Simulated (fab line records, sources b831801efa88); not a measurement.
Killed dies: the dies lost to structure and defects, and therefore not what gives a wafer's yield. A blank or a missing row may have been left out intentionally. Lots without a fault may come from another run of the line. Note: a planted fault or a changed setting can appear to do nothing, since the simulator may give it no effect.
The tool behind it: which one?    flow gf180mcu    14 lots with 42 wafers sampled at 2 steps, on a route of 602 steps

== WHAT THE GAUGES READ, wafer by wafer ==
GF_M3_OVL_MEAS_15.
lot   measured      on          M3_OVL (nm)
L627  day 21 08:47  overlay-01  12 7 7
L629  day 22 08:41  overlay-02  -1 2 3
L631  day 23 07:44  overlay-02  -3 -8 -6
L634  day 24 03:26  overlay-02  2 -4 2
L635  day 24 17:56  overlay-02  2 2 3
L636  day 24 22:02  overlay-01  -1 4 1
L637  day 25 06:34  overlay-01  -1 -4 -4
L639  day 26 00:59  overlay-01  2 -3 4
L640  day 26 03:29  overlay-01  6 -2 4
L645  day 27 19:23  overlay-01  -3 -9 -2
L646  day 28 01:22  overlay-01  4 0 4
L648  day 28 13:52  overlay-01  3 -4 0
L649  day 28 19:59  overlay-02  0 -5 0
L650  day 29 05:04  overlay-01  4 4 6

GF_M4_OVL_MEAS_15.
lot   measured      on          M4_OVL (nm)
L627  day 23 10:46  overlay-01  -6 -4 -4
L629  day 24 09:16  overlay-01  -2 4 -6
L631  day 25 08:17  overlay-01  0 0 1
L634  day 26 01:46  overlay-02  0 2 -3
L635  day 26 15:02  overlay-02  -2 -7 -4
L636  day 26 19:22  overlay-02  -4 2 3
L637  day 27 03:04  overlay-02  2 -2 1
L639  day 27 21:25  overlay-02  -6 -2 -5
L640  day 27 23:59  overlay-01  -2 -3 1
L645  day 29 13:34  overlay-01  1 -2 -6
L646  day 29 19:29  overlay-02  -4 1 0
L648  day 30 07:23  overlay-02  3 -2 -2
L649  day 30 12:29  overlay-02  6 6 -1
L650  day 30 20:31  overlay-02  0 -5 -3

== WHICH TOOL RAN EACH LOT (tool, then ch and the chambers of the sampled wafers, then the start) ==
There is no process step in the record ahead of these readings.

== AS READ BY THE TOOLS THEMSELVES (means over the sampled wafers that have a number; for cases with no such wafer, the mark the record gives instead) ==
The record holds no such reading with a usual standard deviation.

== THE ANSWER, worked out from the rows above alone ==
Rule: usual is defined by the lots themselves. Put in order of their means at a reading, lots are off if they are a third of the lots or fewer, leave a main group of 4 or more, and stand apart from it by a gap of 3 or more times the standard deviation of the main group's means; of several such gaps the widest counts. A main group whose means are all the same, to the digits that the tables above print for the reading, isn't used. Also off: a lot with no number at a reading for which 4 or more lots have one. The other lots that the step has rows for count as sound. First the gauges in route order, then the tools' own readings, where a lot's mean is used as printed above. The first step at which some lot is off is used, and at that step the reading that is off furthest; a lot without a number counts as furthest.
No lot is off on any of the readings shown, so nothing can be concluded from this.

== WHAT HAD BEEN PUT IN BY THE SIMULATOR ==
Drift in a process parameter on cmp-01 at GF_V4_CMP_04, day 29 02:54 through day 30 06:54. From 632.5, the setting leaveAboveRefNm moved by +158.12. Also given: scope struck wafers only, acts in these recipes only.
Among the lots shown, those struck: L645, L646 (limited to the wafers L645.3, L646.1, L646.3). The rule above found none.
